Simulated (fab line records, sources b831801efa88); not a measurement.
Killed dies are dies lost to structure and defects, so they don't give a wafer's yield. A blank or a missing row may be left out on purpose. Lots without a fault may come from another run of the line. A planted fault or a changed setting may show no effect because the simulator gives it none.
Which tool did it? | flow sky130 | 6 lots, 18 wafers sampled, at 2 steps of a route of 708

WHAT THE GAUGES READ, wafer by wafer
SKY_PWDE_TW_MEAS_10.
lot  | measured    | on            | PWDE_TW
L377 | day 4 03:31 | film_metro-01 | 375.9 378.1 377.4
L379 | day 4 12:02 | film_metro-02 | 376.3 375.8 375.3
L388 | day 6 19:34 | film_metro-01 | 449.9 448.7 447.5
L390 | day 7 04:17 | film_metro-02 | 448.1 451.4 446.0
L392 | day 7 18:35 | film_metro-01 | 376.4 375.7 375.9
L399 | day 9 03:19 | film_metro-02 | 376.5 376.8 380.1

WHICH TOOL RAN EACH LOT (tool, then ch and the chambers of the sampled wafers, then the start)
lot  | SKY_PWDE_IMPLANT_08
L377 | implanter-01 ch 0, day 4 03:17
L379 | implanter-01 ch 0, day 4 11:48
L388 | implanter-02 ch 0, day 6 19:19
L390 | implanter-02 ch 0, day 7 04:05
L392 | implanter-01 ch 0, day 7 18:20
L399 | implanter-01 ch 0, day 9 03:04
- SKY_PWDE_IMPLANT_08

THE ANSWER, worked out from the rows above alone
Rule: what is usual is taken from the lots themselves. Put in order of their means at a reading, lots are off if they are a third of the lots or fewer, leave a main group of 4 or more, and stand apart from it by a gap of 3 or more times the standard deviation of the main group's means; of several such gaps the widest counts. A main group whose means are all the same, to the digits that the tables above print for the reading, isn't used. A lot without any number at a reading at which 4 lots or more have one is off too. The other lots that the step has rows for count as sound.
Off: L388, L390, at SKY_PWDE_TW_MEAS_10 (PWDE_TW). The main group: mean 376.7, standard deviation 0.82.
A tool fits if, at a process step before that reading, it ran every lot that is off, and no sound lot after the first of them. The gauges at SKY_PWDE_TW_MEAS_10 are tried like those tools. One fits: implanter-02 at SKY_PWDE_IMPLANT_08. It ran no sound lot before its first lot that is off in this sample, so the start can't be narrowed down.

WHAT THE SIMULATOR HAD PUT IN
Process parameter drift: implanter-02, from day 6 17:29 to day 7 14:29, at SKY_PWDE_IMPLANT_08. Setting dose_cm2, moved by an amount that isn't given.
Lots struck among those shown: L388, L390. The rule above found the same.
